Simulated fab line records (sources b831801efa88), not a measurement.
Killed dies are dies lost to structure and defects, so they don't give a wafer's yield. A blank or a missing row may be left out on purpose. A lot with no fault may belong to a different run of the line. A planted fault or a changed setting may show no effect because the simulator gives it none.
The tool behind it: which one? | flow sky130 | 72 wafers from 24 lots sampled at 5 of the route's 708 steps

== WHAT THE GAUGES SHOWED, per wafer ==
SKY_FIELD_ISO_CD_MEAS_13 targets a cd of 150 nm. Usual: cd_nm at 150.3 nm, with a standard deviation of 1.3.
lot  | measured    | on        | cd_nm (nm)        | flag
L074 | day 2 05:05 | cd_sem-02 | 150.0 151.6 150.5 |
L075 | day 2 10:49 | cd_sem-02 | 151.0 151.6 151.0 |
L076 | day 2 14:37 | cd_sem-01 | 150.1 150.2 149.2 |
L077 | day 2 22:15 | cd_sem-02 | 149.3 149.4 148.4 |
L078 | day 3 01:29 | cd_sem-02 | 152.7 151.6 151.8 |
L079 | day 3 07:41 | cd_sem-02 | 149.6 151.0 150.2 |
L080 | day 3 14:13 | cd_sem-01 | 147.4 148.6 148.9 |
L081 | day 3 18:22 | cd_sem-01 | 150.4 149.0 149.5 |
L082 | day 3 22:19 | cd_sem-02 | 149.4 151.6 153.2 |
L083 | day 4 03:11 | cd_sem-02 | 148.3 150.4 149.1 |
L084 | day 4 07:45 | cd_sem-01 | 153.3 152.5 151.6 |
L085 | day 4 13:49 | cd_sem-01 | 150.9 150.5 151.9 |
L086 | day 4 18:17 | cd_sem-02 | 151.4 149.6 150.0 |
L087 | day 4 23:55 | cd_sem-02 | 150.5 150.5 150.5 |
L088 | day 5 04:29 | cd_sem-01 | 150.1 150.5 149.7 |
L089 | day 5 11:34 | cd_sem-01 | 149.0 150.6 149.7 |
L090 | day 5 17:46 | cd_sem-01 | 150.1 150.3 150.5 |
L091 | day 5 21:08 | cd_sem-01 | 150.4 149.4 148.2 |
L092 | day 6 03:16 | cd_sem-02 | 150.6 152.5 153.0 |
L093 | day 6 08:38 | cd_sem-02 | 148.1 150.0 148.8 |
L094 | day 6 13:23 | cd_sem-02 | 147.5 149.3 148.3 |
L095 | day 6 18:34 | cd_sem-01 | 150.0 149.8 149.1 |
L096 | day 7 00:11 | cd_sem-01 | 149.9 151.0 150.2 |
L097 | day 7 05:42 | cd_sem-01 | 149.4 150.7 151.1 |

SKY_PWDE_OVL_MEAS_07. Usual: PWDE_OVL typically reads 0.8 nm, with standard deviation 1.3.
lot  | measured    | on         | PWDE_OVL (nm)  | flag
L074 | day 3 22:19 | overlay-02 | 1.4 1.3 1.0    |
L075 | day 4 04:42 | overlay-01 | 2.7 3.5 4.0    |
L076 | day 4 10:18 | overlay-01 | 0.9 1.0 1.3    |
L077 | day 4 14:23 | overlay-01 | -0.2 -0.8 1.3  |
L078 | day 4 18:09 | overlay-01 | 0.9 1.3 0.4    |
L079 | day 5 00:49 | overlay-01 | 2.9 3.0 1.2    |
L080 | day 5 08:24 | overlay-01 | -0.4 1.3 1.1   |
L081 | day 5 11:13 | overlay-01 | -0.5 0.9 -0.4  |
L082 | day 5 15:15 | overlay-02 | -0.4 0.4 -0.2  |
L083 | day 5 23:18 | overlay-02 | 0.3 0.4 0.8    |
L084 | day 6 03:44 | overlay-02 | -0.3 -0.3 -0.7 |
L085 | day 6 10:15 | overlay-01 | 1.9 1.3 1.4    |
L086 | day 6 14:05 | overlay-02 | 2.8 1.9 1.2    |
L087 | day 6 20:42 | overlay-01 | 3.2 1.6 3.2    |
L088 | day 7 02:02 | overlay-02 | 1.4 2.4 2.2    |
L089 | day 7 07:56 | overlay-02 | 1.5 3.1 1.3    |
L090 | day 7 16:02 | overlay-02 | 0.7 -0.7 1.2   |
L091 | day 7 21:00 | overlay-02 | 2.7 1.8 2.4    |
L092 | day 8 04:45 | overlay-01 | 2.2 2.1 3.4    |
L093 | day 8 09:38 | overlay-02 | -2.7 -1.3 -0.7 |
L094 | day 8 12:11 | overlay-01 | 0.4 0.3 0.3    |
L095 | day 8 16:02 | overlay-02 | -1.1 -0.4 0.8  |
L096 | day 9 01:58 | overlay-01 | -2.0 -0.4 -0.3 |
L097 | day 9 08:39 | overlay-01 | 0.6 -1.1 -0.9  |

SKY_NWELL_TW_MEAS_15. Usual: NWELL_TW typically reads 1806, with standard deviation 16.
lot  | measured     | on            | NWELL_TW       | flag
L074 | day 4 15:41  | film_metro-01 | 1788 1786 1791 |
L075 | day 4 22:37  | film_metro-04 | 1829 1839 1835 |
L076 | day 5 04:26  | film_metro-02 | 1806 1805 1807 |
L077 | day 5 08:46  | film_metro-04 | 1820 1829 1830 |
L078 | day 5 13:25  | film_metro-01 | 1799 1794 1790 |
L079 | day 5 19:24  | film_metro-04 | 1823 1821 1819 |
L080 | day 6 03:37  | film_metro-01 | 1795 1786 1786 |
L081 | day 6 06:30  | film_metro-02 | 1812 1817 1816 |
L082 | day 6 10:29  | film_metro-04 | 1836 1838 1823 |
L083 | day 6 18:49  | film_metro-04 | 1832 1832 1831 |
L084 | day 6 23:22  | film_metro-02 | 1816 1814 1813 |
L085 | day 7 06:30  | film_metro-01 | 1788 1779 1785 |
L086 | day 7 10:31  | film_metro-01 | 1781 1784 1785 |
L087 | day 7 18:05  | film_metro-04 | 1817 1826 1813 |
L088 | day 7 23:20  | film_metro-04 | 1809 1828 1807 |
L089 | day 8 04:59  | film_metro-02 | 1819 1803 1795 |
L090 | day 8 13:08  | film_metro-02 | 1796 1795 1795 |
L091 | day 8 18:38  | film_metro-02 | 1795 1803 1797 |
L092 | day 9 02:11  | film_metro-02 | 1801 1807 1801 |
L093 | day 9 07:34  | film_metro-04 | 1812 1816 1819 |
L094 | day 9 09:58  | film_metro-02 | 1801 1809 1800 |
L095 | day 9 14:20  | film_metro-01 | 1778 1782 1786 |
L096 | day 10 00:53 | film_metro-02 | 1798 1796 1808 |
L097 | day 10 07:17 | film_metro-02 | 1800 1797 1802 |

SKY_NWELL_OVL_MEAS_23. Usual: NWELL_01_OVL typically reads 0.8 nm, with standard deviation 1.3.
lot  | measured     | on         | NWELL_01_OVL (nm) | flag
L074 | day 5 09:22  | overlay-02 | -1.4 1.2 0.9      |
L075 | day 5 16:46  | overlay-01 | 0.3 0.7 -0.9      |
L076 | day 5 22:15  | overlay-01 | 1.5 1.8 1.4       |
L077 | day 6 03:12  | overlay-01 | 1.2 3.5 3.1       |
L078 | day 6 07:41  | overlay-02 | 1.3 1.3 2.0       |
L079 | day 6 13:28  | overlay-01 | 0.5 1.1 1.4       |
L080 | day 6 21:42  | overlay-01 | -0.6 -0.9 -0.9    |
L081 | day 7 01:42  | overlay-02 | 2.8 1.7 1.6       |
L082 | day 7 06:15  | overlay-02 | -0.3 -1.2 -0.4    |
L083 | day 7 14:28  | overlay-02 | 0.9 -0.1 0.6      |
L084 | day 7 18:32  | overlay-02 | -0.8 0.5 -1.3     |
L085 | day 8 02:08  | overlay-01 | -0.7 -0.4 -1.8    |
L086 | day 8 06:45  | overlay-01 | 1.8 3.0 1.7       |
L087 | day 8 14:09  | overlay-02 | 0.6 0.2 -0.1      |
L088 | day 8 19:57  | overlay-01 | 1.6 0.0 0.5       |
L089 | day 9 01:05  | overlay-01 | 0.9 1.9 2.7       |
L090 | day 9 10:15  | overlay-02 | 2.0 2.3 2.7       |
L091 | day 9 15:46  | overlay-01 | 2.3 0.6 1.0       |
L092 | day 9 23:56  | overlay-01 | 1.6 2.3 1.7       |
L093 | day 10 05:17 | overlay-01 | 1.2 -0.3 -0.1     |
L094 | day 10 07:39 | overlay-02 | -1.2 -2.1 0.8     |
L095 | day 10 12:28 | overlay-01 | 2.0 2.3 1.9       |
L096 | day 10 23:21 | overlay-02 | -0.4 -0.2 -1.0    |
L097 | day 11 04:51 | overlay-02 | 1.1 0.3 2.0       |

SKY_VT_ADJUST_PCH_TW_MEAS_10. Usual: VT_ADJUST_PCH_TW typically reads 143.0, with standard deviation 0.76.
lot  | measured     | on            | VT_ADJUST_PCH_TW  | flag
L074 | day 10 10:30 | film_metro-02 | 142.0 142.0 142.0 |
L075 | day 10 20:32 | film_metro-03 | 143.4 142.7 143.6 |
L076 | day 11 04:52 | film_metro-03 | 144.6 143.9 143.2 |
L077 | day 11 08:35 | film_metro-02 | 142.1 141.9 142.1 |
L078 | day 11 16:58 | film_metro-03 | 142.6 144.1 143.3 |
L079 | day 12 00:53 | film_metro-04 | 143.7 144.0 144.1 |
L080 | day 12 08:59 | film_metro-02 | 142.5 142.2 143.1 |
L081 | day 12 14:20 | film_metro-02 | 142.8 142.2 142.1 |
L082 | day 12 19:02 | film_metro-02 | 142.3 142.6 142.4 |
L083 | day 13 14:05 | film_metro-02 | 142.6 141.6 141.9 |
L084 | day 13 09:41 | film_metro-03 | 143.5 143.6 143.8 |
L085 | day 13 15:57 | film_metro-02 | 142.0 142.4 142.0 |
L086 | day 13 22:16 | film_metro-03 | 142.9 144.3 144.2 |
L087 | day 14 09:26 | film_metro-02 | 141.8 142.5 142.8 |
L088 | day 14 15:37 | film_metro-02 | 142.3 142.9 142.7 |
L089 | day 14 23:47 | film_metro-03 | 142.7 143.0 143.4 |
L090 | day 15 09:47 | film_metro-04 | 144.2 143.7 144.0 |
L091 | day 15 17:50 | film_metro-03 | 144.0 144.0 143.4 |
L092 | day 16 01:44 | film_metro-02 | 142.6 142.7 142.3 |
L093 | day 16 09:10 | film_metro-03 | 144.5 143.7 143.7 |
L094 | day 16 15:52 | film_metro-02 | 142.4 142.9 142.7 |
L095 | day 16 20:50 | film_metro-04 | 143.8 143.5 144.0 |
L096 | day 17 11:56 | film_metro-02 | 142.4 142.2 142.7 |
L097 | day 17 15:50 | film_metro-03 | 143.4 142.9 142.6 |

== WHAT TOOL EACH LOT RAN ON (gives the tool, then ch and the chambers of the sampled wafers, and finally the start) ==
No process step before these readings appears in the record.

== WHAT THE TOOLS THEMSELVES READ (means of the sampled wafers that have a number; where no wafer has one, the mark that the record gives instead) ==
The record holds no such reading with a usual standard deviation.

== THE ANSWER, worked out from the rows above alone ==
Rule: a lot counts as off when the mean over its wafers that have a number is more than 3 standard deviations away from the usual mean. Also off: a lot with no number at a reading for which 4 or more lots have one. All remaining lots with rows at the step are treated as sound. After the gauges, taken in route order, come the tools' own readings; for these a lot's mean is taken, as printed above. The first step at which some lot is off is used, and at that step the reading that is off furthest; a lot without a number counts as furthest.
No lot is off on any of the readings shown, so nothing can be concluded from this.

== WHAT THE SIMULATOR PUT IN ==
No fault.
